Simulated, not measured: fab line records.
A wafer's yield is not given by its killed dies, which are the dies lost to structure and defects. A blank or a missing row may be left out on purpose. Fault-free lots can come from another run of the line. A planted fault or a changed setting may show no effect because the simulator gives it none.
A struck lot beside a sound one    flow sfq_line    14 steps out of a route of 325
Sound: these wafers, L416.2, L416.3, L416.5. Struck: wafer L423.2. (L423.6 of the same lot was not struck and is left out.) The cause comes at the end.
Order at every step that has rows: each side's tool, ch and its chambers, its first start. Under that, the readings that differ: sound wafers    struck wafers    difference of the means    sigmas: that difference in standard deviations of wafers without a fault.
alike: readings whose means differ by less than 2 such deviations, and words and numbers that are the same on both sides. not compared: withheld readings, readings that some wafer has no value for, bounds like >300 that may hide the same value, and numbers for which the record gives no deviation and whose values overlap.
Wherever a step has rows on one side only, a row that says differs or no value, or a row with sigmas, the two part there. When numbers do not overlap yet have no deviation, they are printed without sigmas and do not part them. A reading that every wafer of one side lacks parts them only if that side has two wafers or more.

first, 6 steps without rows for these wafers: SFQ_TRILAYER_M4_LITHO_COAT_098 (resist thk 62 nm); SFQ_TRILAYER_M4_LITHO_COAT_093 (resist thk 600 nm); SFQ_TRILAYER_M4_LITHO_SOFTBAKE_097; SFQ_TRILAYER_M4_LITHO_EXPOSE_094 (exposes mask M4, target cd 500 nm); SFQ_TRILAYER_M4_LITHO_PEB_096 (peb time 60 s); SFQ_TRILAYER_M4_LITHO_DEVELOP_095 (time 60 s).
SFQ_M4_OVL_MEAS_926:
  sound on overlay-01 at day 41 23:28; struck on overlay-02 at day 45 17:22
  alike: M4_OVL
SFQ_TRILAYER_M4_BARC_OPEN_METAL_ETCH_123: etches BARC in O2, target depth 125 nm, time 41.7 s.
  sound on rie_metal-01 ch 0,1, day 41 23:30; struck on rie_metal-02 ch 1, day 45 17:23
  alike: drypump_motor_current_A, he_backside_leak_sccm, oes_product_au
  not compared: rf_hours_counter_h
SFQ_TRILAYER_M4_ETCH_METAL_ETCH_096: etches Nb in Cl2/Ar, stops on SiO2, target depth 240 nm, time 120 s.
  sound on rie_metal-01 ch 0,1, day 41 23:34; struck on rie_metal-02 ch 1, day 45 17:27
  alike: drypump_motor_current_A, he_backside_leak_sccm, oes_product_au
  not compared: rf_hours_counter_h
SFQ_TRILAYER_M4_STRIP_STRIP_097: strips in O2.
  sound on rie_metal-01 ch 0,1, day 41 23:41; struck on rie_metal-02 ch 1, day 45 17:35
reading                sound              struck  difference  sigmas
oes_product_au (a.u.)  0.985 0.986 0.991  1.011   +0.024      +2
  alike: drypump_motor_current_A, he_backside_leak_sccm
  not compared: rf_hours_counter_h
then, 1 step without rows for these wafers: SFQ_TRILAYER_M4_STRIP_SOLV_CLEAN_098 (cleans in NMP, time 600 s).
SFQ_TRILAYER_I4_DEP_PECVD_099: deposits SiO2 from SiH4/N2O, time 111.11 s, target thk 500 nm.
  sound on pecvd-01 ch 0,1,2, day 42 00:28; struck on pecvd-02 ch 1, day 45 18:21
reading                 sound           struck  difference  sigmas
throttle_valve_pct (%)  21.6 23.2 22.7  24.3    +1.8        +2
  alike: chamber_pressure_Torr, heater_power_w
SFQ_TRILAYER_I4_CMP_CMP_100: polishes SiO2.
  sound on cmp-02 ch 1,2, day 42 14:16; struck on cmp-02 ch 0, day 45 22:48
reading                 sound          struck  difference  sigmas
motor_current_A (A)     10.9 10.0 9.7  9.0     -1.2        -2
time_to_endpoint_s (s)  220 204 221    116     -99         -11
SFQ_I4_BOW_MEAS_927:
  sound on film_metro-01 at day 42 16:47; struck on film_metro-02 at day 46 01:49
  alike: I4_BOW

WHERE THEY PART
First at SFQ_TRILAYER_M4_STRIP_STRIP_097; last, within this record, at SFQ_TRILAYER_I4_CMP_CMP_100. Later steps at which nothing parts them and some readings are alike: SFQ_I4_BOW_MEAS_927.

WHY: what had been put in by the simulator
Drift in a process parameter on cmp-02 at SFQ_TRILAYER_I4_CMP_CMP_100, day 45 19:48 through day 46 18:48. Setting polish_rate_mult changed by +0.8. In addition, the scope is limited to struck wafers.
